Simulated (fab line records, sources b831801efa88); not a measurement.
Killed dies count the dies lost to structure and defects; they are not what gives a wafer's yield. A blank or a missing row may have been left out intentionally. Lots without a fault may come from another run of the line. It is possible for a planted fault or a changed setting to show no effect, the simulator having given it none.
8D (eight disciplines) problem report, filled in by code | flow gf180mcu | the parts of the form that need people (team, actions taken, sign-off) are left out

1. THE ISSUE
beam-energy-keV at GF_HV_LDD_IMPLANT_21 reads a mean of 29.343 on 6 wafers of 2 lots; wafers without a fault read 25.000 with a standard deviation of 0.0078. So: +99 or more standard deviations from the usual mean.
First observed at day 15 03:24: wafer L933.2, on implanter-03. At this step, 42 wafers from 14 lots have a number in the record. The rule behind "out" and "out of limits": a value lying over 4 standard deviations away from the usual mean. The other wafers with a number count as sound.

2. WHAT THIS IS AND IS NOT
question                    | is                     | is not
which readings at this step | beam-energy-keV        | -
which lots                  | L933, L935             | L920, L921, L922, L923, L924, L925, L926, L931, L932, L934, L942, L943
which wafers of those lots  | all that have a number | -
read on which tools         | implanter-03           | implanter-01, implanter-04
when                        | from day 15 03:24      | up to then (27 sound wafers); but 9 sound wafers of L934, L942, L943 came after

3. SUSPECTS, AND WHAT RULES EACH OUT
Counting: any tool at a process step up to the reading is kept as a suspect provided that every lot that is out went through it and no sound lot did after the first of them.
- implanter-03 at GF_HV_LDD_IMPLANT_21: kept. It processed each lot that is out, first L933 at day 15 03:24, and no sound lot thereafter; up to then, the last sound lot it processed was L932 at day 14 15:29. On those wafers its own readings are out: beam-energy-keV.
The count leaves implanter-03 at GF_HV_LDD_IMPLANT_21.

4. THE CAUSE (what the simulator had put in)
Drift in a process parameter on implanter-03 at GF_HV_LDD_IMPLANT_21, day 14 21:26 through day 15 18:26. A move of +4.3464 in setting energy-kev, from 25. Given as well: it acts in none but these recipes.
Counting left only this tool.

5. THE CHAIN OF EFFECTS, in route order
Each row: a reading whose mean over the struck wafers that have a number lies more than 3 standard deviations from the usual. Scope: only readings with a usual standard deviation given in the record; hours: median across lots of the time from each lot's start at the first step in this table that gives one to its start at this step; sigmas: change in usual standard deviations.
hours | step                 | reading         | usual  | on struck wafers | change | sigmas
0     | GF_HV_LDD_IMPLANT_21 | beam-energy-keV | 25.000 | 29.343           | +4.343 | +99 or more
It contains these process steps:
- GF_HV_LDD_IMPLANT_21
Later measuring or inspecting steps at which every struck wafer that the step has a row for has a number for every such reading, and none has moved that far: GF_HV_LDD_TW_MEAS_38.

6. HOW IT WOULD HAVE BEEN CAUGHT EARLIER
First out-of-limits reading in this record: day 15 03:24, which is 6 hours after fault onset at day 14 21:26.
